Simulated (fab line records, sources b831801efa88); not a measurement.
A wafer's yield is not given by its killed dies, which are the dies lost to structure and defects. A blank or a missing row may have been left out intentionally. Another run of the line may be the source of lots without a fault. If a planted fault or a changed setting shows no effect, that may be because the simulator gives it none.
A single fault, viewed from 2 desks ; flow gf180mcu ; numbers are kept per desk, each desk with only its own; the story behind them comes last

FROM THE METROLOGY DESK
What the gauges read, lot by lot, whatever tool the lot ran on: means of the sampled wafers that have a number. The brackets show how far a lot's mean lies from the usual mean; more than 4 standard deviations puts the lot out of limits, marked OUT.
Columns: A = CONTACT_W_RS at GF_CONTACT_RS_MEAS_25, usual 0.381 ohm/sq; B = CONTACT_W_THK at GF_CONTACT_THK_MEAS_26, usual 297 nm
lot;first seen here;A;B
L344;day 16 11:58;0.377;302
L351;day 19 05:56;0.379;301
L357;day 21 10:56;0.382;298
L358;day 21 19:15;0.382;294
L359;day 22 02:57;0.378;299
L365;day 24 01:45;0.386;295
This desk's finding: nothing out of limits on any of the 6 lots.

THE TOOL OWNER'S DESK: pvd sputter-03
The tool's own readings at GF_M1_SPUTTER_00 (material Ti, target thk 37.5 nm, time 150 s): means of the sampled wafers that have a number, for each lot that ran on this tool. The brackets show how far a lot's mean lies from the usual mean; more than 4 standard deviations puts the lot out of limits, marked OUT.
Columns: A = cathode dc power W at GF_M1_SPUTTER_00, usual 4000.1 W; B = throttle valve pct at GF_M1_SPUTTER_00, usual 30.3 %
lot;first seen here;A;B
L344;day 16 12:26;3999.6;30.8
L357;day 21 11:25;3999.8;31.1
L358;day 21 19:41;4000.5;30.2
This desk's finding: nothing out of limits on any of the 3 lots.

BROUGHT TOGETHER
Nothing out of limits was seen by the metrology desk.
Nothing out of limits was seen by the tool owner's desk.

WHAT THE SIMULATOR HAD INSERTED
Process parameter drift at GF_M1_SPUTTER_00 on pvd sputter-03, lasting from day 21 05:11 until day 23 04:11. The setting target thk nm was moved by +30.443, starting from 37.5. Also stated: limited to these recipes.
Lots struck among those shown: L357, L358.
